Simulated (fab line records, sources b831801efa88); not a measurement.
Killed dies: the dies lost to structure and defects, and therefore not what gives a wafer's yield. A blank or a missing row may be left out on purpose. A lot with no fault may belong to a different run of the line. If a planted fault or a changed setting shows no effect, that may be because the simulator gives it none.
Which tool was responsible?    flow gf180mcu    24 lots, 72 wafers sampled, at 5 steps of a route of 602

## WHAT EACH GAUGE READ, for each wafer
GF_SAB_THK_MEAS_01. Usual: SAB_CVD_00_THK typically reads 50.1 nm, with standard deviation 0.58.
lot   measured      on             SAB_CVD_00_THK (nm)  flag
L074  day 14 12:18  film_metro-02  50.2 50.4 50.9       
L075  day 14 15:34  film_metro-01  50.1 49.3 50.6       
L076  day 15 01:58  film_metro-01  49.8 49.6 50.7       
L077  day 15 07:13  film_metro-01  49.8 50.4 50.3       
L078  day 15 14:40  film_metro-04  49.3 49.8 50.0       
L079  day 15 23:56  film_metro-01  50.1 49.9 51.0       
L080  day 16 07:02  film_metro-01  49.2 49.6 50.2       
L081  day 16 21:28  film_metro-01  50.2 51.0 50.5       
L082  day 17 07:47  film_metro-02  49.9 49.7 51.4       
L083  day 17 13:53  film_metro-01  50.4 50.0 51.3       
L084  day 17 19:05  film_metro-01  51.4 50.9 50.7       
L085  day 18 05:13  film_metro-04  49.5 49.7 49.9       
L086  day 18 14:59  film_metro-02  50.0 49.7 49.8       
L087  day 18 17:58  film_metro-04  50.1 49.4 50.4       
L088  day 19 10:08  film_metro-01  49.8 49.9 49.8       
L089  day 19 17:12  film_metro-04  50.0 50.5 50.3       
L090  day 20 05:47  film_metro-04  49.4 50.5 49.8       
L091  day 20 07:26  film_metro-04  50.4 50.9 50.4       
L092  day 20 15:42  film_metro-04  50.1 50.2 50.3       
L093  day 20 21:29  film_metro-02  50.4 50.7 50.5       
L094  day 21 07:58  film_metro-01  49.4 49.2 50.1       
L095  day 21 14:25  film_metro-04  49.8 50.4 50.3       
L096  day 21 23:49  film_metro-02  49.4 49.9 50.0       
L097  day 22 04:49  film_metro-02  50.1 50.2 50.4       

GF_V2_THK_MEAS_03. Usual: V2_CVD_02_THK typically reads 851 nm, with standard deviation 11.
lot   measured      on             V2_CVD_02_THK (nm)  flag
L074  day 19 12:05  film_metro-02  841 857 861         
L075  day 19 16:02  film_metro-01  849 846 857         
L076  day 20 05:02  film_metro-02  838 845 860         
L077  day 20 10:12  film_metro-02  848 829 856         
L078  day 20 17:46  film_metro-03  845 838 856         
L079  day 21 04:28  film_metro-03  846 843 846         
L080  day 21 14:13  film_metro-01  857 884 869         
L081  day 22 03:17  film_metro-02  837 848 840         
L082  day 22 14:46  film_metro-02  845 849 859         
L083  day 22 18:50  film_metro-03  848 838 853         
L084  day 23 01:56  film_metro-03  851 849 843         
L085  day 23 12:58  film_metro-03  842 835 856         
L086  day 23 21:46  film_metro-03  857 846 860         
L087  day 24 01:45  film_metro-02  843 837 842         
L088  day 24 14:31  film_metro-03  879 866 884         
L089  day 24 21:34  film_metro-01  851 852 852         
L090  day 25 06:35  film_metro-02  843 843 871         
L091  day 25 09:16  film_metro-01  842 862 861         
L092  day 25 17:04  film_metro-02  831 847 858         
L093  day 25 21:41  film_metro-01  858 864 860         
L094  day 26 06:51  film_metro-02  830 842 841         
L095  day 26 12:15  film_metro-03  837 853 864         
L096  day 26 22:03  film_metro-03  850 870 865         
L097  day 27 02:17  film_metro-02  845 857 843         

GF_V2_BOW_MEAS_05. Usual: V2_BOW typically reads 100 um, with standard deviation 8.1.
lot   measured      on             V2_BOW (um)  flag
L074  day 19 12:28  film_metro-02  113 92 89    
L075  day 19 16:23  film_metro-02  108 96 101   
L076  day 20 05:23  film_metro-01  101 102 115  
L077  day 20 10:34  film_metro-01  104 105 107  
L078  day 20 18:14  film_metro-02  98 106 100   
L079  day 21 04:49  film_metro-02  104 100 100  
L080  day 21 14:35  film_metro-03  99 96 100    
L081  day 22 03:39  film_metro-01  90 92 98     
L082  day 22 15:08  film_metro-02  96 107 104   
L083  day 22 19:12  film_metro-03  111 117 108  
L084  day 23 02:19  film_metro-03  90 114 91    
L085  day 23 13:20  film_metro-02  90 95 91     
L086  day 23 22:07  film_metro-03  103 104 112  
L087  day 24 02:07  film_metro-02  89 101 104   
L088  day 24 14:55  film_metro-01  103 98 109   
L089  day 24 21:56  film_metro-03  91 98 102    
L090  day 25 07:01  film_metro-01  100 114 97   
L091  day 25 09:39  film_metro-02  82 85 84     
L092  day 25 17:27  film_metro-03  94 91 107    
L093  day 25 22:02  film_metro-01  98 110 80    
L094  day 26 07:13  film_metro-02  103 94 109   
L095  day 26 12:37  film_metro-02  90 91 88     
L096  day 26 22:25  film_metro-01  88 96 101    
L097  day 27 02:39  film_metro-02  111 111 119  

## WHAT TOOL EACH LOT RAN ON (gives the tool, then ch and the chambers of the sampled wafers, and finally the start)
lot   GF_V1_STRIP_18                        GF_M2_SPUTTER_02
L074  plasma_asher-02 ch 0,1, day 18 09:28  pvd_sputter-01, day 18 10:47
L075  plasma_asher-04 ch 0,1, day 18 13:11  pvd_sputter-02, day 18 14:34
L076  plasma_asher-01 ch 0,1, day 19 02:02  pvd_sputter-04, day 19 03:23
L077  plasma_asher-04 ch 0,1, day 19 06:59  pvd_sputter-01, day 19 08:20
L078  plasma_asher-02 ch 0,1, day 19 15:16  pvd_sputter-02, day 19 16:48
L079  plasma_asher-01 ch 1, day 20 01:32    pvd_sputter-01, day 20 03:03
L080  plasma_asher-02 ch 0,1, day 20 10:52  pvd_sputter-02, day 20 12:38
L081  plasma_asher-01 ch 0,1, day 21 01:02  pvd_sputter-01, day 21 02:24
L082  plasma_asher-04 ch 0,1, day 21 12:31  pvd_sputter-04, day 21 13:53
L083  plasma_asher-02 ch 0,1, day 21 17:49  pvd_sputter-02, day 21 19:10
L084  plasma_asher-04 ch 0,1, day 21 23:58  pvd_sputter-01, day 22 01:17
L085  plasma_asher-01 ch 0,1, day 22 11:11  pvd_sputter-04, day 22 12:34
L086  plasma_asher-02 ch 0,1, day 22 20:03  pvd_sputter-01, day 22 21:25
L087  plasma_asher-04 ch 1, day 23 00:24    pvd_sputter-01, day 23 01:46
L088  plasma_asher-02 ch 0,1, day 23 13:44  pvd_sputter-01, day 23 15:04
L089  plasma_asher-02 ch 0,1, day 23 20:40  pvd_sputter-02, day 23 22:01
L090  plasma_asher-01 ch 0,1, day 24 06:18  pvd_sputter-01, day 24 07:40
L091  plasma_asher-02 ch 0,1, day 24 10:23  pvd_sputter-01, day 24 11:44
L092  plasma_asher-01 ch 0,1, day 24 16:46  pvd_sputter-01, day 24 18:06
L093  plasma_asher-01 ch 0,1, day 24 21:47  pvd_sputter-01, day 24 23:08
L094  plasma_asher-01 ch 0,1, day 25 07:26  pvd_sputter-02, day 25 08:47
L095  plasma_asher-01 ch 0,1, day 25 12:54  pvd_sputter-01, day 25 14:16
L096  plasma_asher-01 ch 0,1, day 25 22:15  pvd_sputter-01, day 25 23:57
L097  plasma_asher-02 ch 0,1, day 26 02:59  pvd_sputter-01, day 26 04:41
- GF_V1_STRIP_18: strips in O2/N2.
- GF_M2_SPUTTER_02: material AlCu, target thk 450 nm, time 23.9 s.

## AS READ BY THE TOOLS THEMSELVES (means over the sampled wafers that have a number; for cases with no such wafer, the mark the record gives instead)
GF_V1_STRIP_18. Usual: drypump_motor_current_A 5.4 A, standard deviation 0.41; heater_power_w 349 W, standard deviation 15; n2_flow_sccm 300.1 sccm, standard deviation 0.9; oes_product_au 0.585 a.u., standard deviation 0.0048.
lot   tool             drypump_motor_current_A (A)  heater_power_w (W)  n2_flow_sccm (sccm)  oes_product_au (a.u.)  flag
L074  plasma_asher-02  5.9                          360                 300.0                0.585                  
L075  plasma_asher-04  5.1                          322                 300.5                0.584                  
L076  plasma_asher-01  5.3                          346                 300.5                0.583                  
L077  plasma_asher-04  5.1                          327                 300.2                0.586                  
L078  plasma_asher-02  5.9                          362                 299.8                0.589                  
L079  plasma_asher-01  5.1                          361                 299.9                0.586                  
L080  plasma_asher-02  5.6                          360                 299.5                0.584                  
L081  plasma_asher-01  5.2                          354                 299.8                0.583                  
L082  plasma_asher-04  5.1                          329                 300.2                0.578                  
L083  plasma_asher-02  5.6                          355                 300.5                0.587                  
L084  plasma_asher-04  5.4                          332                 299.0                0.588                  
L085  plasma_asher-01  5.3                          350                 300.1                0.587                  
L086  plasma_asher-02  5.9                          364                 299.4                0.584                  
L087  plasma_asher-04  4.9                          324                 299.2                0.585                  
L088  plasma_asher-02  5.6                          362                 300.2                0.584                  
L089  plasma_asher-02  5.6                          353                 299.6                0.588                  
L090  plasma_asher-01  5.3                          356                 300.7                0.591                  
L091  plasma_asher-02  5.6                          359                 300.0                0.583                  
L092  plasma_asher-01  5.3                          351                 300.9                0.589                  
L093  plasma_asher-01  5.3                          343                 300.9                0.586                  
L094  plasma_asher-01  5.3                          351                 300.3                0.585                  
L095  plasma_asher-01  5.3                          343                 300.7                0.589                  
L096  plasma_asher-01  5.3                          345                 299.7                0.580                  
L097  plasma_asher-02  5.6                          362                 299.7                0.590                  

GF_M2_SPUTTER_02. Usual: chamber_pressure_pa 0.4001 Pa, standard deviation 0.00088; throttle_valve_pct 30.2 %, standard deviation 1.1.
lot   tool            chamber_pressure_pa (Pa)  throttle_valve_pct (%)  flag
L074  pvd_sputter-01  0.4002                    30.9                    
L075  pvd_sputter-02  0.4014                    30.1                    
L076  pvd_sputter-04  0.4004                    28.6                    
L077  pvd_sputter-01  0.3990                    30.0                    
L078  pvd_sputter-02  0.4005                    30.2                    
L079  pvd_sputter-01  0.3994                    30.0                    
L080  pvd_sputter-02  0.4002                    29.8                    
L081  pvd_sputter-01  0.3994                    31.3                    
L082  pvd_sputter-04  0.3999                    28.9                    
L083  pvd_sputter-02  0.4009                    29.4                    
L084  pvd_sputter-01  0.4002                    30.7                    
L085  pvd_sputter-04  0.4012                    28.9                    
L086  pvd_sputter-01  0.4008                    30.5                    
L087  pvd_sputter-01  0.4006                    30.6                    
L088  pvd_sputter-01  0.3997                    31.0                    
L089  pvd_sputter-02  0.3998                    29.8                    
L090  pvd_sputter-01  0.4002                    30.0                    
L091  pvd_sputter-01  0.4006                    30.8                    
L092  pvd_sputter-01  0.4004                    30.6                    
L093  pvd_sputter-01  0.3993                    30.7                    
L094  pvd_sputter-02  0.3998                    30.0                    
L095  pvd_sputter-01  0.4001                    29.8                    
L096  pvd_sputter-01  0.4005                    31.1                    
L097  pvd_sputter-01  0.4000                    31.0                    

## THE ANSWER, worked out from the rows above alone
Rule: a lot is off if the mean of its wafers that have a number lies more than 3 standard deviations from the usual mean. Also off: a lot with no number at a reading for which 4 or more lots have one. All remaining lots with rows at the step are treated as sound. First the gauges in route order, then the tools' own readings, where a lot's mean is used as printed above. At the first step where some lot is off, the reading lying furthest off is the one used; lots without a number count as furthest.
None of the lots is off at any reading shown; this tells nothing.

## WHAT WAS PUT IN BY THE SIMULATOR
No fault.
